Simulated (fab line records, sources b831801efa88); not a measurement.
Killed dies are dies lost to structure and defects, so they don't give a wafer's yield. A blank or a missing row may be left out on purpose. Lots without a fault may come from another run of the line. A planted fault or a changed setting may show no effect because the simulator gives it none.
A struck lot beside a sound one | flow sky130 | 24 steps out of a route of 708
Sound: wafers L925.2, L925.3, L925.5. Struck: wafer L931.1. (L931.6 of the same lot was not struck and is left out.) The cause comes at the end.
At each step with rows: each side's tool, then ch and its chambers, then its first start. Under that, the readings that differ: sound wafers | struck wafers | difference of the means | sigmas: that difference in standard deviations of wafers without a fault.
alike: readings whose means differ by less than 2 such deviations, and words and numbers that are the same on both sides. not compared: withheld readings, readings that some wafer has no value for, bounds like >300 that may hide the same value, and numbers for which the record gives no deviation and whose values overlap.
The two part at a step that has a row with sigmas, a row that says differs or no value, or rows on one side only. Numbers that don't overlap but have no deviation are shown without sigmas and don't part them. A reading that every wafer of one side lacks parts them only if that side has two wafers or more.

first, 3 steps without rows for these wafers: SKY_LOCAL_INTERCONNECT_STRIP_16 (strips in post etch residue remover, time 1200 s); SKY_LOCAL_INTERCONNECT_CLEAN_17 (cleans in IPA, time 180 s); SKY_LOCAL_INTERCONNECT_CLEAN_18 (cleans in O3/DIW).
SKY_CONTACT_CVD_00: deposits Si3N4, target thk 75 nm.
  sound on pecvd-02 ch 1,2, day 34 10:11; struck on pecvd-02 ch 2, day 36 00:34
  alike: heater_power_w
SKY_CONTACT_THK_MEAS_01:
  sound on film_metro-03, day 34 10:14; struck on film_metro-03, day 36 00:37
  alike: CONTACT_CVD_00_THK
then, 1 step without rows for these wafers: SKY_CONTACT_HDPCVD_02 (deposits SiO2, target thk 565 nm, time 94.2 s).
SKY_CONTACT_THK_MEAS_03:
  sound on film_metro-01, day 34 10:22; struck on film_metro-01, day 36 00:45
  alike: CONTACT_HDPCVD_THK
SKY_CONTACT_CMP_04: polishes SiO2.
  sound on cmp-01 ch 1,3, day 34 10:28; struck on cmp-02 ch 2, day 36 01:07
  alike: motor_current_A, platen_rpm, slurry_filter_dp_kPa, time_to_endpoint_s
SKY_CONTACT_BOW_MEAS_05:
  sound on film_metro-02, day 34 10:44; struck on film_metro-01, day 36 01:16
  alike: CONTACT_BOW
then, 3 steps without rows for these wafers: SKY_CONTACT_DEHYDRATE_06 (time 60 s); SKY_CONTACT_HMDS_07 (prime time 60 s); SKY_CONTACT_COAT_08 (resist thk 60 nm).
SKY_CONTACT_COAT_09: resist thk 450 nm.
  sound on litho_track-02 ch 0, day 34 23:00; struck on litho_track-02 ch 0, day 36 13:00
  reading                                        | sound           | struck | difference | sigmas
  model.KrF-thick_of_CONTACT_COAT_09.thk_nm (nm) | 448.3 447.7 449 | 565.4  | +117.1     |
  alike: exhaust_pa
then, 4 steps without rows for these wafers: SKY_CONTACT_SOFTBAKE_10 (time 90 s); SKY_CONTACT_EXPOSE_11 (exposes mask CTM1, target cd 170 nm); SKY_CONTACT_PEB_12; SKY_CONTACT_DEVELOP_13 (develop time 60 s).
SKY_CONTACT_CD_MEAS_14: target cd 170 nm.
  sound on cd_sem-02, day 35 13:06; struck on cd_sem-01, day 37 02:46
  reading    | sound             | struck | difference | sigmas
  cd_nm (nm) | 172.3 173.5 172.1 | 167.9  | -4.7       | -3
SKY_CONTACT_OVL_MEAS_15:
  sound on overlay-01, day 35 13:12; struck on overlay-02, day 37 02:53
  alike: CONTACT_OVL
SKY_CONTACT_ETCH_16: etches BARC in N2/H2, stops on SiO2, time 45.9 s, target depth 60 nm.
  sound on rie_diel-01 ch 0,2,3, day 35 13:14; struck on rie_diel-03 ch 2, day 37 02:55
  reading                     | sound           | struck | difference | sigmas
  drypump_motor_current_A (A) | 5.5 6.4 5.4     | 4.9    | -0.9       | -2
  model.CONTACT.cd_nm (nm)    | 173 173.4 171.8 | 166.8  | -5.9       |
  alike: oes_product_au, throttle_valve_pct
  not compared: rf_hours_counter_h
SKY_CONTACT_ETCH_17: etches SiO2 in C4F8/O2/Ar, stops on Si3N4, target depth 340 nm.
  sound on rie_diel-01 ch 0,2,3, day 35 13:17; struck on rie_diel-03 ch 2, day 37 02:58
  alike: oes_product_au
SKY_CONTACT_ETCH_18: etches Si3N4 in CHF3/O2, stops on TiN, time 39 s, target depth 75 nm.
  sound on rie_diel-01 ch 0,2,3; struck on rie_diel-03 ch 2
  reading                                        | sound             | struck | difference | sigmas
  drypump_motor_current_A (A)                    | 5.4 6.4 5.4       | 4.8    | -0.9       | -2
  model.KrF-thick_of_CONTACT_COAT_09.thk_nm (nm) | 240.5 237.8 238.6 | 355.4  | +116.4     |
  model.CONTACT.cd_nm (nm)                       | 173 173.7 171.6   | 166.8  | -6.0       |
  alike: O2_flow_sccm, oes_product_au, throttle_valve_pct
  not compared: rf_hours_counter_h
SKY_CONTACT_STRIP_19: strips in O2/N2.
  sound on plasma_asher-03 ch 0,1, day 35 13:22; struck on plasma_asher-02 ch 1, day 37 03:03
  reading                      | sound             | struck | difference | sigmas
  oes_product_au (a.u.)        | 0.380 0.373 0.379 | 0.431  | +0.054     | +11
  strip_time_to_endpoint_s (s) | 3.60 3.56 3.58    | 4.79   | +1.21      | +36
  alike: drypump_motor_current_A
  not compared: rf_hours_counter_h
then, 1 step without rows for these wafers: SKY_CONTACT_STRIP_20 (strips in post etch residue remover, time 1200 s).

WHERE THEY PART
First at SKY_CONTACT_CD_MEAS_14; last, within this record, at SKY_CONTACT_STRIP_19.

WHY: what the simulator had put in
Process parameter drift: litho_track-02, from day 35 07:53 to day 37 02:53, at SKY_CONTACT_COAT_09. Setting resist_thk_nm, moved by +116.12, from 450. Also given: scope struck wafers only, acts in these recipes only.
